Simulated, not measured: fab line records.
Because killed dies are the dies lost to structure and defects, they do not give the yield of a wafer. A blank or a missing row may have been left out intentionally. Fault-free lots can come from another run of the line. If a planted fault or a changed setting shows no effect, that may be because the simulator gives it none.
Lot-split experiment -- flow sfq_line -- route with 325 steps; 5 lots, 23 wafers read

THE SPLIT ITSELF
At SFQ_TRILAYER_L0_LITHO_COAT_005 (resist thk 600 nm), the setting spin_rpm was moved away from the recipe's 3000 rpm on 7 of the 23 wafers read, by -4.3% to +3.0%. This setting was run at the recipe's value on the other wafers.

The reading comes from the split's own step.

THE READING
KrF_of_TRILAYER_L0_LITHO_COAT_005.thk_nm (the simulator's own value, which no gauge read), in nm, at SFQ_TRILAYER_L0_LITHO_COAT_005 (resist thk 600 nm). The file does not state a usual value for it. The 16 wafers here that ran the recipe average 600.5 nm, standard deviation 1.4 nm.

wafer,"tool, chamber at the split","spin_rpm as run, rpm",against the recipe,"KrF_of_TRILAYER_L0_LITHO_COAT_005.thk_nm, nm",against lot-mates on the recipe
L074.1,"litho_track-04, 0",3000,recipe,599.8,-
L074.2,"litho_track-04, 0",3000,recipe,600.6,-
L074.3,"litho_track-04, 0",3089,+3.0%,588.6,-10.9
L074.5,"litho_track-04, 0",3089,+3.0%,591.2,-8.3
L074.6,"litho_track-04, 0",3000,recipe,598.2,-
L077.2,"litho_track-02, 0",3000,recipe,597.8,-
L077.3,"litho_track-02, 0",3000,recipe,599.2,-
L077.4,"litho_track-02, 0",3000,recipe,601.4,-
L077.5,"litho_track-02, 0",2881,-4.0%,613,+13.5
L077.6,"litho_track-02, 0",2881,-4.0%,612.6,+13.1
L081.1,"litho_track-03, 0",2870,-4.3%,614.8,+13.5
L081.2,"litho_track-03, 0",2870,-4.3%,614.8,+13.5
L081.3,"litho_track-03, 0",2870,-4.3%,615.7,+14.4
L081.4,"litho_track-03, 0",3000,recipe,602,-
L081.5,"litho_track-03, 0",3000,recipe,600.6,-
L082.2,"litho_track-03, 0",3000,recipe,602.3,-
L082.3,"litho_track-03, 0",3000,recipe,601.8,-
L082.4,"litho_track-03, 0",3000,recipe,598.6,-
L085.1,"litho_track-04, 0",3000,recipe,601.2,-
L085.5,"litho_track-04, 0",3000,recipe,601.2,-
L085.2,"litho_track-04, 0",3000,recipe,602.5,-
L085.3,"litho_track-04, 0",3000,recipe,600,-
L085.6,"litho_track-04, 0",3000,recipe,600.2,-

THE FIT
A straight line over all 23 wafers: KrF_of_TRILAYER_L0_LITHO_COAT_005.thk_nm changes by -3.35 nm for each +1% of spin_rpm; r = -0.98; the points scatter about the line by 1.3 nm.
The same after taking each lot's own level away (the mean of its wafers on the recipe; 23 wafers): -3.25 nm for each +1%; r = -0.99; scatter 1.1 nm.
According to that fit, moving spin_rpm by its largest amount changes the reading by 14 nm.
The span of the lots' own levels, 599.47 to 601.30 nm, comes to 1.3 times the standard deviation stated above.
So the lot-to-lot level changes the slope little: the two slopes agree.
Check: for one of the wafers moved furthest among these (-4.3%), held out of the fit, the line's prediction against its lot-mates is +14.2 nm. Against them it came out at +13.5 nm.

OTHER SPLITS ON THESE WAFERS
Before the reading, these wafers also passed through other splits. Each is held against what the fit with the lots' levels taken away leaves over:
other split on the same wafers,wafers away from the commonest value,r with KrF_of_TRILAYER_L0_LITHO_COAT_005.thk_nm (lot level and that fit taken away)
SFQ_TRILAYER_INCOMING_OXIDATION_002 ox_time_s,18,-0.08

FILE'S OWN FIT
KrF_of_TRILAYER_L0_LITHO_COAT_005.thk_nm changes by -3.26 nm for each +1% of spin_rpm, r = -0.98.
